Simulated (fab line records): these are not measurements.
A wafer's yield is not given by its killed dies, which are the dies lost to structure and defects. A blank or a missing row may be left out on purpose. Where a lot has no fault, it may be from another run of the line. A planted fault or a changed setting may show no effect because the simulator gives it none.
Chamber matching -- flow sky130 -- rieDiel-02 running SKY_FIELD_ISO_ETCH_14: 4 sister chambers
The step etches BARC in N2/H2, stops on SiO2, time 45.9 s, target depth 60 nm. 8 wafers are shown with their chamber, then 9 later ones without.

== WAFERS PAIRED WITH THEIR CHAMBERS ==
wafer,chamber,rfFwdPowerW (W),oesProductAu (a.u.)
L082.6,0,496.5,0.850
L085.3,0,497.8,0.851
L086.1,2,496.5,0.851
L086.3,1,495.2,0.850
L086.5,3,490.7,0.854
L090.1,2,496.1,0.850
L090.2,3,493.0,0.864
L090.6,1,494.4,0.854

== WAFERS WITH NO CHAMBER GIVEN ==
wafer,rfFwdPowerW (W),oesProductAu (a.u.)
L093.1,494.8,0.861
L093.3,497.3,0.853
L093.6,496.8,0.856
L095.1,496.0,0.856
L095.3,492.5,0.844
L095.4,496.3,0.852
L096.4,496.5,0.855
L096.5,496.0,0.857
L096.6,495.6,0.856

== CHAMBER TAKEN BY EACH ==
wafer,from the rows above,in truth
L093.1,can't be placed: 1 or 3 or 2 or 0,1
L093.3,can't be placed: 0 or 2 or 1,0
L093.6,can't be placed: 0 or 2 or 1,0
L095.1,can't be placed: 2 or 1 or 0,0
L095.3,can't be placed: 1 or 3 or 2 or 0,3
L095.4,can't be placed: 2 or 0 or 1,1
L096.4,can't be placed: 2 or 0 or 1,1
L096.5,can't be placed: 2 or 1 or 0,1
L096.6,can't be placed: 1 or 2 or 0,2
Correctly placed: 0 of 9. Not placeable from these rows: 9 (in 9, the candidates include the true chamber). Number placed wrongly: 0.
How it was worked out, from the rows above alone: a wafer's distance from a chamber is the root of the sum, over the readings, of the square of ((its reading less the chamber's mean) divided by the reading's scatter). If the next closest chamber is less than 2 further off than the closest, the wafer can't be placed; otherwise it belongs to the closest. A chamber's mean is the mean of its shown wafers. The scatter: the root of (the sum of the squares of (reading less its chamber's mean) over the shown wafers, divided by (wafers less chambers)).
